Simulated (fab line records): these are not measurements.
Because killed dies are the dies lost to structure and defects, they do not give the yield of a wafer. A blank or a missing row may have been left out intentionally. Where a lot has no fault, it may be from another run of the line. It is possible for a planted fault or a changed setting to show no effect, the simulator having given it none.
The tool behind it: which one? + flow sky130 + 11 lots with 33 wafers sampled at 7 steps, on a route of 708 steps

WHAT THE GAUGES READ, wafer by wafer
SKY_POLY_GATE_CD_MEAS_13: the cd target is 150 nm. Usual: cd-nm at 150.2 nm, with a standard deviation of 1.5.
| lot  | measured     | on        | cd-nm (nm)        | flag |
|------|--------------|-----------|-------------------|------|
| L130 | day 15 23:46 | cd-sem-01 | 148.4 148.4 148.2 |      |
| L134 | day 17 13:10 | cd-sem-01 | 151.3 150.8 152.8 |      |
| L138 | day 19 00:25 | cd-sem-02 | 149.5 148.4 148.5 |      |
| L139 | day 19 13:38 | cd-sem-01 | 148.1 148.8 148.7 |      |
| L143 | day 21 05:45 | cd-sem-02 | 149.9 149.0 149.7 |      |
| L144 | day 21 15:42 | cd-sem-01 | 153.1 153.0 153.3 |      |
| L146 | day 22 13:21 | cd-sem-02 | 153.3 152.2 153.0 |      |
| L150 | day 23 23:45 | cd-sem-01 | 150.1 149.7 151.8 |      |
| L151 | day 24 04:32 | cd-sem-02 | 149.6 149.4 147.8 |      |
| L152 | day 24 13:11 | cd-sem-01 | 148.7 148.6 148.0 |      |
| L153 | day 24 20:13 | cd-sem-02 | 150.8 148.5 149.9 |      |

SKY_SD_P_TW_MEAS_11. Usual: SD_P_TW 2855, standard deviation 26.
| lot  | measured     | on            | SD_P_TW        | flag |
|------|--------------|---------------|----------------|------|
| L130 | day 25 16:10 | film-metro-02 | 2850 2847 2862 |      |
| L134 | day 26 17:04 | film-metro-02 | 2855 2844 2840 |      |
| L138 | day 28 05:16 | film-metro-02 | 2708 2737 2714 | OFF  |
| L139 | day 28 13:50 | film-metro-03 | 2766 2776 2764 | OFF  |
| L143 | day 30 02:24 | film-metro-03 | 2881 2889 2889 |      |
| L144 | day 30 07:40 | film-metro-04 | 2864 2861 2856 |      |
| L146 | day 31 01:22 | film-metro-04 | 2834 2815 2816 |      |
| L150 | day 32 07:48 | film-metro-04 | 2826 2828 2817 |      |
| L151 | day 32 10:42 | film-metro-03 | 2863 2882 2864 |      |
| L152 | day 32 18:43 | film-metro-02 | 2829 2821 2834 |      |
| L153 | day 33 07:37 | film-metro-02 | 2827 2815 2827 |      |

SKY_SD_N_RS_MEAS_17: measures by four-point-probe. Usual: SD_P_RS 147.0 ohm/sq, standard deviation 0.47.
| lot  | measured     | on            | SD_P_RS (ohm/sq)  | flag |
|------|--------------|---------------|-------------------|------|
| L130 | day 28 01:50 | film-metro-04 | 146.8 147.1 146.8 |      |
| L134 | day 29 00:26 | film-metro-02 | 146.5 147.0 146.5 |      |
| L138 | day 30 11:57 | film-metro-04 | 150.9 150.4 151.0 | OFF  |
| L139 | day 30 19:06 | film-metro-04 | 150.6 150.4 150.1 | OFF  |
| L143 | day 32 08:10 | film-metro-03 | 147.2 146.9 147.2 |      |
| L144 | day 32 13:08 | film-metro-03 | 146.9 146.9 147.0 |      |
| L146 | day 33 06:55 | film-metro-02 | 146.4 146.9 146.3 |      |
| L150 | day 34 14:07 | film-metro-02 | 146.6 146.1 146.0 |      |
| L151 | day 34 15:30 | film-metro-02 | 146.5 146.5 146.8 |      |
| L152 | day 35 01:36 | film-metro-04 | 147.0 147.4 147.0 |      |
| L153 | day 35 13:14 | film-metro-04 | 147.4 147.2 147.9 |      |

SKY_LOCAL_INTERCONNECT_RS_MEAS_01: measures by four-point-probe. Usual: LOCAL_INTERCONNECT_TIN_RS 14.01 ohm/sq, standard deviation 0.19.
| lot  | measured     | on            | LOCAL_INTERCONNECT_TIN_RS (ohm/sq) | flag |
|------|--------------|---------------|------------------------------------|------|
| L130 | day 29 07:07 | film-metro-01 | 14.21 14.01 13.88                  |      |
| L134 | day 30 04:55 | film-metro-03 | 14.02 13.94 14.08                  |      |
| L138 | day 31 16:34 | film-metro-04 | 13.81 13.97 13.78                  |      |
| L139 | day 32 00:13 | film-metro-03 | 13.77 13.88 13.83                  |      |
| L143 | day 33 12:54 | film-metro-03 | 13.96 14.34 13.63                  |      |
| L144 | day 33 18:01 | film-metro-04 | 13.81 13.72 13.93                  |      |
| L146 | day 34 11:38 | film-metro-03 | 14.03 14.01 13.75                  |      |
| L150 | day 35 19:39 | film-metro-03 | 14.21 14.24 14.08                  |      |
| L151 | day 35 20:42 | film-metro-03 | 13.89 13.85 14.09                  |      |
| L152 | day 36 06:23 | film-metro-04 | 14.38 14.26 14.31                  |      |
| L153 | day 36 18:25 | film-metro-01 | 13.57 13.97 14.09                  |      |

TOOL THAT RAN EACH LOT (tool first, then ch and the chambers of the sampled wafers, then the start)
| lot  | SKY_SD_P_IMPLANT_09             | SKY_SD_P_STRIP_10                    | SKY_LI_CONTACT_CMP_02         |
|------|---------------------------------|--------------------------------------|-------------------------------|
| L130 | implanter-02 ch 0, day 25 15:55 | plasma-asher-01 ch 0,1, day 25 16:03 | cmp-02 ch 0,1,2, day 28 02:20 |
| L134 | implanter-04 ch 0, day 26 16:49 | plasma-asher-01 ch 0,1, day 26 16:57 | cmp-01 ch 0,2,3, day 29 00:50 |
| L138 | implanter-02 ch 0, day 28 05:02 | plasma-asher-01 ch 1, day 28 05:10   | cmp-02 ch 1,2,3, day 30 12:24 |
| L139 | implanter-02 ch 0, day 28 13:37 | plasma-asher-03 ch 0,1, day 28 13:44 | cmp-02 ch 0,1,3, day 30 19:32 |
| L143 | implanter-01 ch 0, day 30 02:09 | plasma-asher-03 ch 0,1, day 30 02:18 | cmp-01 ch 1,2,3, day 32 08:35 |
| L144 | implanter-04 ch 0, day 30 07:25 | plasma-asher-03 ch 0,1, day 30 07:34 | cmp-02 ch 0,1,3, day 32 13:37 |
| L146 | implanter-01 ch 0, day 31 01:07 | plasma-asher-03 ch 0,1, day 31 01:16 | cmp-02 ch 0,1,3, day 33 07:20 |
| L150 | implanter-02 ch 0, day 32 07:33 | plasma-asher-03 ch 0,1, day 32 07:42 | cmp-02 ch 2,3, day 34 14:53   |
| L151 | implanter-02 ch 0, day 32 10:29 | plasma-asher-01 ch 0,1, day 32 10:37 | cmp-02 ch 0,1,3, day 34 15:54 |
| L152 | implanter-04 ch 0, day 32 18:30 | plasma-asher-03 ch 0,1, day 32 18:38 | cmp-02 ch 2,3, day 35 01:59   |
| L153 | implanter-02 ch 0, day 33 07:22 | plasma-asher-02 ch 0,1, day 33 07:30 | cmp-01 ch 1,2,3, day 35 13:55 |
- SKY_SD_P_IMPLANT_09
- SKY_SD_P_STRIP_10: strips in O2/N2.
- SKY_LI_CONTACT_CMP_02: polishes PSG.

WHAT THE TOOLS THEMSELVES READ (means of the sampled wafers that have a number; where no wafer has one, the mark that the record gives instead)
SKY_SD_P_IMPLANT_09. Usual: beam-on-s 13.1 s, standard deviation 1.7; dose-ions-cm2 3e+15, standard deviation 3.4e+12; end-station-pressure-torr 1.48e-05 Torr, standard deviation 1.7e-06.
| lot  | tool         | beam-on-s (s) | dose-ions-cm2 | end-station-pressure-torr (Torr) | flag |
|------|--------------|---------------|---------------|----------------------------------|------|
| L130 | implanter-02 | 11.2          | 3e+15         | 1.64e-05                         |      |
| L134 | implanter-04 | 14.8          | 3e+15         | 1.25e-05                         |      |
| L138 | implanter-02 | 10.0          | 2e+15         | 1.57e-05                         | OFF  |
| L139 | implanter-02 | 10.0          | 2e+15         | 1.56e-05                         | OFF  |
| L143 | implanter-01 | 14.0          | 3e+15         | 1.47e-05                         |      |
| L144 | implanter-04 | 14.7          | 3e+15         | 1.36e-05                         |      |
| L146 | implanter-01 | 14.0          | 3e+15         | 1.29e-05                         |      |
| L150 | implanter-02 | 11.1          | 3e+15         | 1.61e-05                         |      |
| L151 | implanter-02 | 11.1          | 3e+15         | 1.58e-05                         |      |
| L152 | implanter-04 | 15.0          | 3e+15         | 1.40e-05                         |      |
| L153 | implanter-02 | 11.2          | 3e+15         | 1.59e-05                         |      |

SKY_SD_P_STRIP_10. Usual: drypump-motor-current-A 5.5 A, standard deviation 0.45; oes-product-au 0.617 a.u., standard deviation 0.0044; strip-time-to-endpoint-s 17.52 s, standard deviation 0.042.
| lot  | tool            | drypump-motor-current-A (A) | oes-product-au (a.u.) | strip-time-to-endpoint-s (s) | flag |
|------|-----------------|-----------------------------|-----------------------|------------------------------|------|
| L130 | plasma-asher-01 | 5.7                         | 0.619                 | 17.49                        |      |
| L134 | plasma-asher-01 | 5.7                         | 0.612                 | 17.54                        |      |
| L138 | plasma-asher-01 | 6.2                         | 0.629                 | 17.13                        | OFF  |
| L139 | plasma-asher-03 | 5.7                         | 0.624                 | 17.07                        | OFF  |
| L143 | plasma-asher-03 | 5.7                         | 0.618                 | 17.57                        |      |
| L144 | plasma-asher-03 | 5.5                         | 0.618                 | 17.51                        |      |
| L146 | plasma-asher-03 | 5.6                         | 0.619                 | 17.57                        |      |
| L150 | plasma-asher-03 | 5.6                         | 0.614                 | 17.53                        |      |
| L151 | plasma-asher-01 | 5.3                         | 0.621                 | 17.47                        |      |
| L152 | plasma-asher-03 | 5.6                         | 0.619                 | 17.47                        |      |
| L153 | plasma-asher-02 | 5.3                         | 0.619                 | 17.49                        |      |

SKY_LI_CONTACT_CMP_02. Usual: motor-current-A 12.2 A, standard deviation 0.99; time-to-endpoint-s 32 s, standard deviation 3.1.
| lot  | tool   | motor-current-A (A) | time-to-endpoint-s (s) | flag |
|------|--------|---------------------|------------------------|------|
| L130 | cmp-02 | 12.2                | 30                     |      |
| L134 | cmp-01 | 11.9                | 35                     |      |
| L138 | cmp-02 | 12.5                | 30                     |      |
| L139 | cmp-02 | 12.2                | 31                     |      |
| L143 | cmp-01 | 12.7                | 33                     |      |
| L144 | cmp-02 | 12.6                | 35                     |      |
| L146 | cmp-02 | 12.3                | 32                     |      |
| L150 | cmp-02 | 12.2                | 34                     |      |
| L151 | cmp-02 | 12.1                | 34                     |      |
| L152 | cmp-02 | 12.2                | 30                     |      |
| L153 | cmp-01 | 13.1                | 32                     |      |

THE ANSWER, worked out from the rows above alone
Rule: take the mean of a lot's wafers that have a number; if it is more than 3 standard deviations from the usual mean, the lot is off. A lot without any number at a reading at which 4 lots or more have one is off too. The other lots that the step has rows for count as sound. After the gauges, taken in route order, come the tools' own readings; for these a lot's mean is taken, as printed above. The first step at which some lot is off is used, and at that step the reading that is off furthest; a lot without a number counts as furthest.
Off: L138, L139, seen at SKY_SD_P_TW_MEAS_11 (SD_P_TW).
A tool fits if, at a process step before that reading, it ran every lot that is off, and no sound lot after the first of them. Not tried: the gauges at SKY_SD_P_TW_MEAS_11; whatever is off there is also off at SKY_SD_N_RS_MEAS_17, on other tools, and gauge error can't account for it. Not one of the candidates tried fits.

WHAT THE SIMULATOR HAD PUT IN
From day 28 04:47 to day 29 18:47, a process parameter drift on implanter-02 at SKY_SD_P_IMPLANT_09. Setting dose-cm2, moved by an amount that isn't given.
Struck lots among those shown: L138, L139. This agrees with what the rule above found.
